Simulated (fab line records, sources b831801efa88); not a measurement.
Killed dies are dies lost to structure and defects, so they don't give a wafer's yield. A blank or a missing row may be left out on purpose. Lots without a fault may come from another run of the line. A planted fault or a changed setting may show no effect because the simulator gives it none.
One fault seen from 2 desks | flow gf180mcu | each desk has only its own numbers; what lay behind them comes last

THE TOOL OWNER'S DESK: pecvd-01
The tool's own readings at GF_V3_CVD_02 (deposits SiO2 from TEOS, target thk 850 nm, time 94.851 s): means of the sampled wafers that have a number, for each lot that ran on this tool. A lot is out of limits, marked OUT, if its mean lies more than 4 standard deviations from the usual mean; the brackets give that distance.
Columns: A = heater_power_w at GF_V3_CVD_02, usual 666 W; B = run_length_s at GF_V3_CVD_02, usual 123.0 s
lot  | first seen here | A   | B
L756 | day 22 05:39    | 669 | 123.0
L758 | day 22 21:32    | 646 | 122.7
L769 | day 26 23:07    | 683 | 123.0
L770 | day 27 03:16    | 667 | 119.4 (-9.0) OUT
L774 | day 28 00:08    | 644 | 116.1 (-17) OUT
This desk's finding: out of limits on L770, L774; first on L770, day 27 03:16 (run_length_s at GF_V3_CVD_02). In limits: L756, L758, L769.

THE METROLOGY DESK
What the gauges read, lot by lot, whatever tool the lot ran on: means of the sampled wafers that have a number. A lot is out of limits, marked OUT, if its mean lies more than 4 standard deviations from the usual mean; the brackets give that distance.
Columns: A = V2_CVD_02_THK at GF_V2_THK_MEAS_03, usual 849 nm; B = M3_ALCU_RS at GF_M3_RS_MEAS_05, usual 0.0699 ohm/sq; C = V3_CVD_02_THK at GF_V3_THK_MEAS_03, usual 849 nm
lot  | first seen here | A   | B      | C
L754 | day 19 10:39    | 862 | 0.0707 | 849
L756 | day 20 02:33    | 826 | 0.0698 | 838
L758 | day 20 19:22    | 850 | 0.0702 | 847
L760 | day 21 15:05    | 852 | 0.0702 | 841
L762 | day 22 10:24    | 847 | 0.0697 | 860
L766 | day 23 23:20    | 852 | 0.0701 | 848
L769 | day 25 01:57    | 857 | 0.0694 | 849
L770 | day 25 06:47    | 850 | 0.0704 | 821
L772 | day 25 17:31    | 845 | 0.0709 | 855
L774 | day 26 04:20    | 849 | 0.0692 | 782 (-5.6) OUT
L777 | day 27 04:33    | 861 | 0.0713 | 846
This desk's finding: out of limits on L774; first on L774, day 28 00:13 (V3_CVD_02_THK at GF_V3_THK_MEAS_03). In limits: L754, L756, L758, L760, L762, L766, L769, L770, L772, L777.

PUT TOGETHER
The tool owner's desk could have raised an alarm at day 27 03:16, on L770, L774.
The metrology desk could have raised an alarm at day 28 00:13, on L774.
The metrology desk has L770 on record, within its limits.
Of the lots named, all ran GF_V3_CVD_02 on pecvd-01.

WHAT THE SIMULATOR HAD PUT IN
Process parameter drift: pecvd-01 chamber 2, from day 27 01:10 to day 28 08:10, at GF_V3_CVD_02. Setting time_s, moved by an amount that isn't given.
Lots struck among those shown: L770, L774.
Hours from the fault's start to each desk's first reading out of limits: the tool owner's desk, 2; the metrology desk, 23.
